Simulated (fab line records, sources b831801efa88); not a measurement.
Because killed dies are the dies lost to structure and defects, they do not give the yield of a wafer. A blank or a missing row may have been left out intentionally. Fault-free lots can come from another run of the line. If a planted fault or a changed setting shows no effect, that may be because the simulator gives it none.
Chamber matching + flow sfqLine + 4 sister chambers for SFQ_TRILAYER_I3_CMP_CMP_082 on cmp-02
The step polishes SiO2. 16 wafers are shown with their chamber, then 8 later ones without.

== WAFERS WITH THEIR CHAMBER ==
| wafer  | chamber | motorCurrentA (A) | timeToEndpointS (s) | headPressurePsi (psi) |
|--------|---------|-------------------|---------------------|-----------------------|
| L121.2 | 0       | 9.5               | 204                 | 2.994                 |
| L121.4 | 3       | 11.2              | 210                 | 3.004                 |
| L121.5 | 2       | 8.2               | 196                 | 3.002                 |
| L122.1 | 0       | 9.9               | 204                 | 2.994                 |
| L122.2 | 3       | 11.1              | 195                 | 3.002                 |
| L122.3 | 2       | 8.8               | 197                 | 3.000                 |
| L123.1 | 2       | 8.7               | 196                 | 3.003                 |
| L123.3 | 3       | 11.3              | 198                 | 2.994                 |
| L123.2 | 1       | 9.4               | 202                 | 3.005                 |
| L124.1 | 1       | 9.8               | 205                 | 2.997                 |
| L124.4 | 2       | 8.3               | 206                 | 3.006                 |
| L124.5 | 1       | 9.4               | 206                 | 2.993                 |
| L132.1 | 0       | 9.8               | 205                 | 3.001                 |
| L132.2 | 3       | 11.6              | 194                 | 3.002                 |
| L132.5 | 1       | 9.5               | 205                 | 2.998                 |
| L137.4 | 3       | 11.3              | 200                 | 3.013                 |

SIGNATURES (averages over the wafers above)
| reading         | chamber 0 | chamber 1 | chamber 2 | chamber 3 | scatter within a chamber |
|-----------------|-----------|-----------|-----------|-----------|--------------------------|
| motorCurrentA   | 9.733     | 9.525     | 8.500     | 11.300    | 0.223                    |
| timeToEndpointS | 204.33    | 204.50    | 198.75    | 199.40    | 4.51                     |
| headPressurePsi | 2.99633   | 2.99825   | 3.00275   | 3.00300   | 0.00508                  |
Rule: a wafer lies at a distance from a chamber equal to the root of the sum of squares, over the readings, of (its reading less the chamber's mean, divided by the reading's scatter). The wafer belongs to the nearest chamber; if the next one is less than 2 further off, it can't be placed. How the scatter is found: for the shown wafers, subtract from each reading the mean of its chamber, square and add these, divide the total by (wafers less chambers), then take the root.

== WAFERS MISSING THEIR CHAMBER ==
| wafer  | motorCurrentA (A) | timeToEndpointS (s) | headPressurePsi (psi) |
|--------|-------------------|---------------------|-----------------------|
| L137.2 | 9.8               | 200                 | 3.005                 |
| L137.6 | 8.3               | 200                 | 3.004                 |
| L138.2 | 9.3               | 194                 | 3.003                 |
| L138.3 | 9.5               | 203                 | 3.001                 |
| L138.4 | 8.4               | 195                 | 2.993                 |
| L143.2 | 8.1               | 194                 | 3.000                 |
| L143.3 | 11.2              | 190                 | 3.000                 |
| L143.5 | 9.4               | 205                 | 2.989                 |

== CHAMBER TAKEN BY EACH ==
| wafer  | from the rows above          | in truth |
|--------|------------------------------|----------|
| L137.2 | can't be placed: 0 or 1      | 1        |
| L137.6 | 2                            | 2        |
| L138.2 | can't be placed: 1 or 0 or 2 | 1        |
| L138.3 | can't be placed: 1 or 0      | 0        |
| L138.4 | 2                            | 2        |
| L143.2 | 2                            | 2        |
| L143.3 | 3                            | 3        |
| L143.5 | can't be placed: 1 or 0      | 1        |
Correctly placed: 4 of 8. Unplaceable from these rows: 4, with the true chamber sitting among the candidates in 4. 0 placed wrongly.
